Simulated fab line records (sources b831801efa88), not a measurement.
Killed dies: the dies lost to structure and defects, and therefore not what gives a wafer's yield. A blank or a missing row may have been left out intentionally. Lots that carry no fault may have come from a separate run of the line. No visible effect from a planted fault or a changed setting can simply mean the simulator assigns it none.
fab line records | flow sky130 | part 2 of 2: steps 29 to 38 of 38
record lots=5 | wafers=15 | last-day=49
route steps=708 shown FIELD_ISO@25 NWELL@32 DNWELL@35 PWDE@45
lots that met no fault: from a run of the same line without faults
start-h: start of the lot's first displayed wafer, in hours after the record's first day | wait-h: hours elapsed since this lot's preceding step | " unchanged from the row above | L1.1+2: a single row standing in for several wafers | - either no value or no given start | * or withheld: withheld | < > ~ a bound
route shown NAME@n: a module of which the file shows steps, and the number in the route of the first | usual: mean/standard deviation of fault-free wafers | same: alike in all rows | chamber/n: place in a boat | sites: each site's reading | _std_site: their standard deviation | _edge_site: inner sites' mean taken away from outer sites' mean | radius-mm: how far each site lies from the wafer's centre | mask NAME#n: copy n | behind: the tool/chamber that last shaped the wafer | hold: the reason the lot was held/the length of the hold in hours/how it ended | device: the n, p or np transistor that did not switch | end of line: the route-end tests of the same wafers | a step with no rows: only its recipe | killed: dies that structure and defects cost at the first sort, which is not the same as the wafer's yield | map: a wafer's dies, x killed, . not, _ none there
set.NAME: the setting as run; set.NAME@STEP: as run at that earlier step | model.NAME: the simulator's own value behind a step, which no gauge read
lots at some steps of the route; a table a step, a row a wafer
services: the hour from which a tool's chamber was out of use, counted from the record's first day as start-h (under 0 if before that day), plus the number of hours and why
## steps
# step SKY_PWDE_IMPLANT_08
# recipe species=B | energy-kev=150 | dose-cm2=3.6e+12 | tilt-deg=withheld
lot.wafer  | tool         | chamber | start-h | wait-h
L078.1+4+6 | implanter-04 | 0       | 98.73   | 0.0
L080.1+4+6 | implanter-04 | 0       | 106.23  | 0.0
L087.4+5+6 | implanter-02 | 0       | 142.25  | 0.1
L088.2+5+6 | implanter-04 | 0       | 147.81  | 0.0
L090.2+4+6 | implanter-04 | 0       | 157.86  | 0.0
# step SKY_PWDE_STRIP_09
# recipe chemistry=O2/N2 | power-w=1400 | pressure-mtorr=1500 | platen-temp-c=withheld | o2-flow-sccm=3000 | n2-flow-sccm=300 | overash-fraction=0.5
# usual drypump-motor-current-A=5.4/0.3 | oes-product-au=0.723/0.0045 | strip-time-to-endpoint-s=36.97/0.12
lot.wafer | tool            | chamber | start-h | wait-h | drypump-motor-current-A | oes-product-au | rf-hours-counter-h | strip-time-to-endpoint-s
L078.1    | plasma-asher-02 | 0       | 98.88   | 0.1    | 5.7                     | 0.720          | 44                 | 36.98
L078.4    | "               | 1       | "       | "      | 5.5                     | 0.720          | -                  | 36.89
L078.6    | "               | 0       | "       | "      | 5.7                     | 0.715          | -                  | 36.89
L080.1    | plasma-asher-02 | 1       | 106.38  | 0.1    | 5.5                     | 0.721          | 45                 | 36.85
L080.4    | "               | 0       | "       | "      | 5.8                     | 0.727          | -                  | 36.93
L080.6    | "               | 1       | "       | "      | 5.5                     | 0.722          | -                  | 36.86
L087.4    | plasma-asher-04 | 0       | 142.36  | 0.1    | 5.6                     | 0.731          | -                  | 36.85
L087.5    | "               | 0       | "       | "      | 5.6                     | 0.723          | -                  | 36.92
L087.6    | "               | 1       | "       | "      | 5.6                     | 0.716          | -                  | 36.87
L088.2    | plasma-asher-03 | 1       | 147.94  | 0.1    | 5.2                     | 0.723          | 32                 | 36.79
L088.5    | "               | 1       | "       | "      | 5.2                     | 0.726          | -                  | 36.86
L088.6    | "               | 0       | "       | "      | 4.9                     | 0.718          | -                  | 36.73
L090.2    | plasma-asher-02 | 0       | 157.99  | 0.1    | 5.8                     | 0.723          | 50                 | 37.09
L090.4    | "               | 0       | "       | "      | 5.8                     | 0.720          | -                  | 36.98
L090.6    | "               | 1       | "       | "      | 5.5                     | 0.721          | -                  | 37.10
# step SKY_PWDE_TW_MEAS_10
# usual PWDE_TW=368.7/1.8
lot.wafer | tool          | chamber | start-h | wait-h | PWDE_TW
L078.1    | film-metro-01 | -       | 98.98   | 0.1    | 366.3
L078.4    | "             | -       | "       | "      | 369.1
L078.6    | "             | -       | "       | "      | 369.2
L080.1    | film-metro-01 | -       | 106.48  | 0.1    | 369.3
L080.4    | "             | -       | "       | "      | 368.4
L080.6    | "             | -       | "       | "      | 370.6
L087.4    | film-metro-01 | -       | 142.46  | 0.1    | 367.5
L087.5    | "             | -       | "       | "      | 369.3
L087.6    | "             | -       | "       | "      | 368.7
L088.2    | film-metro-03 | -       | 148.05  | 0.1    | 369.2
L088.5    | "             | -       | "       | "      | 368.9
L088.6    | "             | -       | "       | "      | 370.6
L090.2    | film-metro-03 | -       | 158.10  | 0.1    | 369.9
L090.4    | "             | -       | "       | "      | 369.6
L090.6    | "             | -       | "       | "      | 368.3
# step SKY_NWELL_DEHYDRATE_03
# recipe temp-c=200 | time-s=60
# usual resist-line-temp-C=22.98/0.11
lot.wafer | tool           | chamber | start-h | wait-h | resist-line-temp-C
L078.1    | litho-track-01 | 0       | 107.20  | 8.2    | 23.01
L078.4    | "              | 0       | "       | "      | 23.05
L078.6    | "              | 0       | "       | "      | 22.95
L080.1    | litho-track-04 | 0       | 114.43  | 7.9    | 22.96
L080.4    | "              | 0       | "       | "      | 23.08
L080.6    | "              | 0       | "       | "      | 23.18
L087.4    | litho-track-03 | 0       | 150.98  | 8.5    | 23.21
L087.5    | "              | 0       | "       | "      | 23.02
L087.6    | "              | 0       | "       | "      | 23.07
L088.2    | litho-track-01 | 0       | 157.17  | 9.1    | 22.89
L088.5    | "              | 0       | "       | "      | 22.95
L088.6    | "              | 0       | "       | "      | 23.09
L090.2    | litho-track-04 | 0       | 168.05  | 9.9    | 23.03
L090.4    | "              | 0       | "       | "      | 22.95
L090.6    | "              | 0       | "       | "      | 22.88
# step SKY_NWELL_HMDS_04
# recipe prime-time-s=60 | prime-temp-c=120
# usual resist-line-temp-C=23.01/0.1
lot.wafer | tool           | chamber | start-h | wait-h | resist-line-temp-C
L078.1    | litho-track-01 | 0       | 107.35  | 0.1    | 22.99
L078.4    | "              | 0       | "       | "      | 23.22
L078.6    | "              | 0       | "       | "      | 23.01
L080.1    | litho-track-04 | 0       | 114.58  | 0.1    | 22.97
L080.4    | "              | 0       | "       | "      | 23.07
L080.6    | "              | 0       | "       | "      | 23.10
L087.4    | litho-track-03 | 0       | 151.13  | 0.1    | 23.00
L087.5    | "              | 0       | "       | "      | 23.03
L087.6    | "              | 0       | "       | "      | 23.12
L088.2    | litho-track-01 | 0       | 157.32  | 0.1    | 23.05
L088.5    | "              | 0       | "       | "      | 22.96
L088.6    | "              | 0       | "       | "      | 23.10
L090.2    | litho-track-04 | 0       | 168.20  | 0.1    | 22.73
L090.4    | "              | 0       | "       | "      | 22.83
L090.6    | "              | 0       | "       | "      | 22.89
# step SKY_NWELL_COAT_05
# recipe spin-rpm=2000 | resist-thk-nm=3000
# usual resist-line-temp-C=23.00/0.091
lot.wafer | tool           | chamber | start-h | wait-h | resist-line-temp-C
L078.1    | litho-track-01 | 0       | 107.50  | 0.1    | 22.95
L078.4    | "              | 0       | "       | "      | 22.94
L078.6    | "              | 0       | "       | "      | 23.02
L080.1    | litho-track-04 | 0       | 114.73  | 0.1    | 22.96
L080.4    | "              | 0       | "       | "      | 22.75
L080.6    | "              | 0       | "       | "      | 22.98
L087.4    | litho-track-03 | 0       | 151.28  | 0.1    | 23.07
L087.5    | "              | 0       | "       | "      | 23.10
L087.6    | "              | 0       | "       | "      | 23.06
L088.2    | litho-track-01 | 0       | 157.47  | 0.1    | 23.00
L088.5    | "              | 0       | "       | "      | 23.14
L088.6    | "              | 0       | "       | "      | 23.05
L090.2    | litho-track-04 | 0       | 168.35  | 0.1    | 23.07
L090.4    | "              | 0       | "       | "      | 23.01
L090.6    | "              | 0       | "       | "      | 23.04
# step SKY_NWELL_SOFTBAKE_06
# recipe temp-c=110 | time-s=withheld
# usual resist-line-temp-C=23.00/0.1
lot.wafer | tool           | chamber | start-h | wait-h | resist-line-temp-C
L078.1    | litho-track-01 | 0       | 107.65  | 0.1    | 22.99
L078.4    | "              | 0       | "       | "      | 22.92
L078.6    | "              | 0       | "       | "      | 22.99
L080.1    | litho-track-04 | 0       | 114.88  | 0.1    | 22.92
L080.4    | "              | 0       | "       | "      | 23.06
L080.6    | "              | 0       | "       | "      | 23.04
L087.4    | litho-track-03 | 0       | 151.45  | 0.1    | 23.11
L087.5    | "              | 0       | "       | "      | 23.06
L087.6    | "              | 0       | "       | "      | 23.12
L088.2    | litho-track-01 | 0       | 157.63  | 0.1    | 23.02
L088.5    | "              | 0       | "       | "      | 23.04
L088.6    | "              | 0       | "       | "      | 22.95
L090.2    | litho-track-04 | 0       | 168.51  | 0.1    | 23.09
L090.4    | "              | 0       | "       | "      | 23.13
L090.6    | "              | 0       | "       | "      | 23.03
# step SKY_NWELL_EXPOSE_07
# recipe mask-id=NWM | na=0.6 | source-shape=conventional | sigma-outer=0.6 | polarization=unpolarized | target-cd-nm=840 | dose-mj=255
lot.wafer  | tool             | chamber | start-h | wait-h | mask
L078.1+4+6 | iline-stepper-02 | 0       | -       | -      | NWM#0
L080.1+4+6 | iline-stepper-02 | 0       | -       | -      | NWM#0
L087.4+5+6 | iline-stepper-02 | 0       | -       | -      | NWM#0
L088.2+5+6 | iline-stepper-02 | 0       | -       | -      | NWM#0
L090.2+4+6 | iline-stepper-01 | 0       | -       | -      | NWM#0
# step SKY_NWELL_PEB_08
# recipe temp-c=115 | time-s=withheld
# usual resist-line-temp-C=23.01/0.092
lot.wafer | tool           | chamber | start-h | wait-h | resist-line-temp-C
L078.1    | litho-track-01 | 0       | -       | -      | 23.02
L078.4    | "              | 0       | "       | "      | 23.04
L078.6    | "              | 0       | "       | "      | 22.96
L080.1    | litho-track-04 | 0       | -       | -      | 22.86
L080.4    | "              | 0       | "       | "      | 22.87
L080.6    | "              | 0       | "       | "      | 22.98
L087.4    | litho-track-04 | 0       | -       | -      | 23.02
L087.5    | "              | 0       | "       | "      | 22.85
L087.6    | "              | 0       | "       | "      | 23.01
L088.2    | litho-track-03 | 0       | -       | -      | 23.09
L088.5    | "              | 0       | "       | "      | 22.97
L088.6    | "              | 0       | "       | "      | 22.97
L090.2    | litho-track-01 | 0       | -       | -      | 22.97
L090.4    | "              | 0       | "       | "      | 23.03
L090.6    | "              | 0       | "       | "      | 22.92
# step SKY_NWELL_DEVELOP_09
# recipe wall-angle-deg=90 | developer=TMAH | develop-time-s=60 | dev-temp-c=23
# usual resist-line-temp-C=22.99/0.11
lot.wafer | tool           | chamber | start-h | wait-h | resist-line-temp-C
L078.1    | litho-track-01 | 0       | -       | -      | 22.95
L078.4    | "              | 0       | "       | "      | 22.99
L078.6    | "              | 0       | "       | "      | 23.12
L080.1    | litho-track-04 | 0       | -       | -      | 22.85
L080.4    | "              | 0       | "       | "      | 22.91
L080.6    | "              | 0       | "       | "      | 23.06
L087.4    | litho-track-04 | 0       | -       | -      | 22.96
L087.5    | "              | 0       | "       | "      | 23.04
L087.6    | "              | 0       | "       | "      | 22.91
L088.2    | litho-track-03 | 0       | -       | -      | 22.84
L088.5    | "              | 0       | "       | "      | 22.86
L088.6    | "              | 0       | "       | "      | 22.94
L090.2    | litho-track-01 | 0       | -       | -      | 23.04
L090.4    | "              | 0       | "       | "      | 23.02
L090.6    | "              | 0       | "       | "      | 22.93
## services
tool             | chamber | start-h | hours | kind
iline-stepper-02 | -       | 35.85   | 1.7   | pm
hdpcvd-01        | -       | 38.30   | 0.6   | repair
plasma-asher-01  | -       | 61.61   | 5.0   | repair
cmp-01           | -       | 64.00   | 4.0   | pm
hdpcvd-01        | -       | 66.75   | 15.0  | pm
cmp-01           | -       | 79.28   | 2.0   | repair
implanter-03     | -       | 84.59   | 6.2   | pm
furnace-02       | -       | 88.39   | 3.4   | pm
iline-stepper-02 | -       | 98.60   | 3.3   | repair
implanter-03     | -       | 101.78  | 1.1   | repair
iline-stepper-01 | -       | 105.91  | 1.7   | pm
furnace-02       | -       | 107.31  | 2.6   | pm
plasma-asher-04  | -       | 108.75  | 9.0   | pm
cmp-01           | -       | 127.75  | 4.3   | pm
iline-stepper-01 | -       | 133.70  | 2.1   | pm
iline-stepper-01 | -       | 135.84  | 9.6   | repair
cmp-01           | -       | 144.71  | 1.4   | repair
furnace-01       | -       | 153.33  | 4.1   | pm
implanter-03     | -       | 154.36  | 5.4   | pm
cmp-01           | -       | 155.39  | 1.2   | repair
wet-bench-04     | -       | 156.91  | 9.5   | repair
furnace-01       | -       | 157.42  | 3.7   | pm
cmp-01           | -       | 163.89  | 1.0   | repair
implanter-03     | -       | 166.89  | 2.1   | repair
